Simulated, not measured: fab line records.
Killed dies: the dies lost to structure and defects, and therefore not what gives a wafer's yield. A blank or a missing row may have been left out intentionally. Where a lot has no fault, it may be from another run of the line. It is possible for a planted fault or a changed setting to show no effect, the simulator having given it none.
One fault seen from 2 desks :: flow gf180mcu :: each desk holds nothing but its own numbers, with what lay behind them at the end

## DESK OF THE TOOL OWNER: furnace-02
The tool's own readings at GF_DUAL_GATE_OXIDATION_02 (stabilise 600 s, purge 300 s, target thk 10.887 nm): means of the sampled wafers that have a number, for each lot that ran on this tool. The brackets show how far a lot's mean lies from the usual mean; more than 4 standard deviations puts the lot out of limits, marked OUT.
Columns: A = zone_power_bottom_pct at GF_DUAL_GATE_OXIDATION_02, usual 33.0 %
lot: L147
first seen here: day 7 23:46
A: 31.6

lot: L166
first seen here: day 13 09:14
A: 31.8

lot: L167
first seen here: day 14 02:55
A: 31.8
Result from this desk: across the 3 lots, nothing is out of limits.

## THE METROLOGY DESK
Lot by lot, what the gauges showed, no matter which tool ran the lot: averages of those sampled wafers that carry a number. The brackets show how far a lot's mean lies from the usual mean; more than 4 standard deviations puts the lot out of limits, marked OUT. 7 of its 10 readings are shown, namely those furthest out on some lot.
Columns: A = MVSD_RS at GF_VT_IMPLANT_RS_MEAS_46, usual 457.2 ohm/sq; B = NWELL_RS at GF_VT_IMPLANT_RS_MEAS_47, usual 488.0 ohm/sq; C = MVPSD_RS at GF_VT_IMPLANT_RS_MEAS_49, usual 1169 ohm/sq; D = DUAL_GATE_OXIDATION_00_THK at GF_DUAL_GATE_THK_MEAS_03, usual 10.71 nm; E = DUAL_GATE_OVL at GF_DUAL_GATE_OVL_MEAS_11, usual 0.6 nm; F = POLY_GATE_CVD_00_THK at GF_POLY_GATE_THK_MEAS_01, usual 200.3 nm; G = POLY_GATE_OVL at GF_POLY_GATE_OVL_MEAS_11, usual 0 nm
lot: L146
first seen here: day 7 09:50
A: 457.1
B: 486.1
C: 1171
D: 10.92
E: 0.6
F: 204.0
G: 2

lot: L147
first seen here: day 7 19:23
A: 457.6
B: 489.3
C: 1171
D: 11.20
E: 0.4
F: 203.2
G: 4

lot: L159
first seen here: day 11 01:46
A: 458.3
B: 487.3
C: 1169
D: 10.54
E: 1.5
F: 199.3
G: 2

lot: L163
first seen here: day 12 04:01
A: 457.5
B: 488.3
C: 1170
D: 10.80
E: 0.1
F: 201.6
G: -7

lot: L166
first seen here: day 13 08:22
A: 456.5
B: 489.6
C: 1175
D: 10.93
E: 1.6
F: 199.5
G: -1

lot: L167
first seen here: day 14 00:38
A: 455.4
B: 488.1
C: 1166
D: 10.72
E: 2.8
F: 198.8
G: 4
Result from this desk: across the 6 lots, nothing is out of limits.

## ALL TOGETHER
The tool owner's desk saw nothing out of limits.
The metrology desk saw nothing out of limits.

## WHAT THE SIMULATOR PUT IN
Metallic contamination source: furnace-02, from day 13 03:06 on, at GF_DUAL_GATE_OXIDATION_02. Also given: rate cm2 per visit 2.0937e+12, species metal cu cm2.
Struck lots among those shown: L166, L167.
